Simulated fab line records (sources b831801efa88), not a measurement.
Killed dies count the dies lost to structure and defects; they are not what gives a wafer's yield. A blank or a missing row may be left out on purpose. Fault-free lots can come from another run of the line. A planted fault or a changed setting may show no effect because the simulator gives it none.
A lot that was struck, set against a sound lot / flow gf180mcu / 18 out of 602 route steps
Sound: wafers L189.2, L189.3, L189.6. Struck: wafer L197.4 (L197.1, L197.5, from the same lot, were not struck and are left out); the cause is given at the end.
For every step that has rows: the tool of each side, followed by ch and its chambers, followed by its first start. Under that, the readings that differ: sound wafers / struck wafers / difference of the means / sigmas: that difference in standard deviations of wafers without a fault.
alike: same words and numbers on both sides, and readings whose means sit less than 2 such deviations apart. not compared: any withheld reading, any reading some wafer has no value for, any bound like >300 that may hide the same value, and any number with overlapping values for which the record gives no deviation.
Wherever a step has rows on one side only, a row that says differs or no value, or a row with sigmas, the two part there. When numbers do not overlap yet have no deviation, they are printed without sigmas and do not part them. Lack of a reading on every wafer of one side parts them only where that side has two or more wafers.

first, 3 steps without rows for these wafers: GF_V1_EXPOSE_11 (exposes mask Via1, target cd 260 nm); GF_V1_PEB_12 (peb time 90 s); GF_V1_DEVELOP_13 (develop time 60 s).
GF_V1_CD_MEAS_14: the cd target is 260 nm.
  sound on cd-sem-01 at day 22 01:09; struck on cd-sem-01 at day 24 13:21
  alike: cd-nm
GF_V1_OVL_MEAS_15:
  sound on overlay-01 at day 22 01:16; struck on overlay-02 at day 24 13:28
  alike: V1_OVL
then, 1 step without rows for these wafers: GF_V1_ETCH_16 (etches BARC in N2/H2).
GF_V1_ETCH_17: etches SiO2 in C4F8/O2/Ar, stops on TiN, target depth 630 nm.
  sound on rie-diel-03 ch 0,2,3; struck on rie-diel-03 ch 3
  alike: oes-product-au
GF_V1_STRIP_18: strips in O2/N2.
  sound on plasma-asher-04 ch 0, day 22 01:25; struck on plasma-asher-03 ch 0, day 24 13:38
reading=drypump-motor-current-A (A); sound=4.9 4.9 4.9; struck=6.2; difference=+1.3; sigmas=+3
  alike: heater-power-w, oes-product-au
  not compared: rf-hours-counter-h
then, 2 steps without rows for these wafers: GF_V1_STRIP_19 (strips in post etch residue remover, time 1200 s); GF_V1_CLEAN_20 (cleans in DIW).
GF_V1_SPUTTER_21: material Ti, target thk 15 nm, time 80.02 s.
  sound on pvd-sputter-03 at day 22 01:59; struck on pvd-sputter-03 at day 24 14:14
  alike: substrate-temp-c, throttle-valve-pct
GF_V1_SPUTTER_22: material TiN, target thk 10 nm, time 40 s.
  sound on pvd-sputter-03 at day 22 02:02; struck on pvd-sputter-03 at day 24 14:18
  alike: throttle-valve-pct
GF_V1_CVD_23: deposits W, target thk 350 nm, time 105.05 s.
  sound on cvd-w-01 ch 0,1, day 22 02:05; struck on cvd-w-01 ch 0, day 24 14:20
reading=model.W_of_V1_CVD_23.thk-nm (nm); sound=346.8 342.3 346; struck=100.1; difference=-244.9; sigmas=
  alike: heater-power-w
GF_V1_RS_MEAS_24: measurement is done with a four-point probe.
  sound on film-metro-04 at day 22 02:13; struck on film-metro-02 at day 24 14:44
reading=V1_W_RS (ohm/sq); sound=0.3314 0.3347 0.3317; struck=1.1720; difference=+0.8394; sigmas=+99 or more
  not compared: hold
GF_V1_THK_MEAS_25: measures by xrf.
  sound on film-metro-04 at day 22 02:19; struck on film-metro-02 at day 24 19:09
reading=V1_W_THK (nm); sound=350 345 351; struck=100; difference=-249; sigmas=-57
  not compared: hold
GF_V1_CMP_26: polishes, stops on SiO2, t overpolish 15 s, target thk 0 nm.
  sound on cmp-01 ch 0,1,3, day 22 02:25; struck on cmp-02 ch 1, day 24 20:03
reading=hold; sound=- - -; struck=await-dispo/0.8h/release; difference=no value on the sound wafers; sigmas=
reading=time-to-endpoint-s (s); sound=88 89 83; struck=24; difference=-63; sigmas=-16
  alike: motor-current-A
GF_M2_SPUTTER_00: material Ti, target thk 37.5 nm, time 150 s.
  sound on pvd-sputter-04 at day 22 02:40; struck on pvd-sputter-01 at day 24 20:21
  alike: substrate-temp-c, throttle-valve-pct
GF_PASSIVATION_PROBE_99:
  the record has rows for the sound wafers here (prober-02, day 31 23:35) and none for the struck ones

== WHERE THEY PART ==
First at GF_V1_STRIP_18; last, within this record, at GF_PASSIVATION_PROBE_99.

WHY: the cause the simulator had injected
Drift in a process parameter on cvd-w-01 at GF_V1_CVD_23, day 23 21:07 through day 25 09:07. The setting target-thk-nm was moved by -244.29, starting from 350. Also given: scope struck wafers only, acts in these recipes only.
